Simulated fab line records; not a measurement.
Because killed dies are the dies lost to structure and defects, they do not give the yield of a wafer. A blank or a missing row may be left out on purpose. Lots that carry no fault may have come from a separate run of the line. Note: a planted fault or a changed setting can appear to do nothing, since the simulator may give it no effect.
Problem report, 8D (eight disciplines) form, completed by code | flow sky130 | the parts of the form that need people (team, actions taken, sign-off) are left out

## 1. PROBLEM STATEMENT
Wafers free of any fault read 1177 nm (standard deviation 10) for VIA2_HDPCVD_THK at SKY_VIA2_THK_MEAS_01, against a mean of 1569 nm on 4 wafers of 2 lots. That puts it +39 standard deviations away from the usual mean.
The first sign was on wafer L121.3 at day 36 00:24, on film-metro-04. At this step, 36 wafers from 12 lots have a number in the record. The rule behind "out" and "out of limits": a value lying over 4 standard deviations away from the usual mean. All remaining wafers that have a number are taken as sound.

## 2. WHAT IT IS, AND WHAT IT ISN'T
question                    | is                             | is not
which readings at this step | VIA2_HDPCVD_THK                | -
which lots                  | L121, L123                     | L122, L131, L132, L135, L136, L137, L138, L139, L141, L142
which wafers of those lots  | L121.3, L121.5, L123.4, L123.6 | L121.4, L123.5
read on which gauges        | film-metro-02, film-metro-04   | film-metro-01
when                        | from day 36 00:24              | up to then (1 sound wafer); but 31 sound wafers of L122, L123, L131, L132, L135, L136, L137, L138, L139, L141, L142 came after

## 3. THE SUSPECTS, EACH WITH WHAT RULES IT OUT
Counting: a tool at a process step up to the reading stays a suspect if it ran every lot that is out. Sound lots after the first of them don't rule it out here, since some wafers of a struck lot are sound.
- ruled out: the gauge at SKY_VIA2_THK_MEAS_01. The wafers that are out were read on 2 gauges (film-metro-02, film-metro-04).
- hdpcvd-01 at SKY_VIA2_HDPCVD_00 (deposits SiO2, target thk 1180 nm, time 196.7 s): kept. It ran every lot that is out, first L121 (day 36 00:15). On those wafers its own readings are out: run-length-s.
- Within hdpcvd-01 at SKY_VIA2_HDPCVD_00, the wafers that are out were processed in chamber 0 and their sound lot-mates in chamber 2.
After counting, what remains is hdpcvd-01 at SKY_VIA2_HDPCVD_00.

## 4. THE CAUSE (what the simulator had put in)
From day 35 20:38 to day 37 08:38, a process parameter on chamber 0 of hdpcvd-01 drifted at SKY_VIA2_HDPCVD_00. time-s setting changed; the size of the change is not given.
This tool alone remained once counting was done.

## 5. SEQUENCE OF EFFECTS, ordered by route
One row per reading whose mean, taken over the struck wafers that have a number, lies over 3 standard deviations from the usual. Scope: only readings with a usual standard deviation given in the record; hours: median across lots of the time from each lot's start at the first step in this table that gives one to its start at this step; sigmas: change in usual standard deviations.
hours | step                 | reading         | usual   | on struck wafers | change | sigmas
0     | SKY_VIA2_HDPCVD_00   | run-length-s    | 224.6 s | 289.6            | +65.0  | +99 or more
0     | SKY_VIA2_THK_MEAS_01 | VIA2_HDPCVD_THK | 1177 nm | 1569             | +392   | +39
The process steps in it:
- SKY_VIA2_HDPCVD_00: deposits SiO2, target thk 1180 nm, time 196.7 s.

## 6. WHAT WOULD HAVE CAUGHT IT SOONER
4 hours passed between the start of the fault at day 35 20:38 and the first reading out of limits at a measuring or inspecting step in this record, taken at day 36 00:24.
Tool's own readings at SKY_VIA2_HDPCVD_00, run-length-s: out on all struck wafers the step has rows for; an alarm limit on them would have tripped on the first.
L123, from the lots that are out (2), started SKY_VIA2_HDPCVD_00 on hdpcvd-01 later than day 36 00:24. It would have been spared by a hold on the tool at that moment.
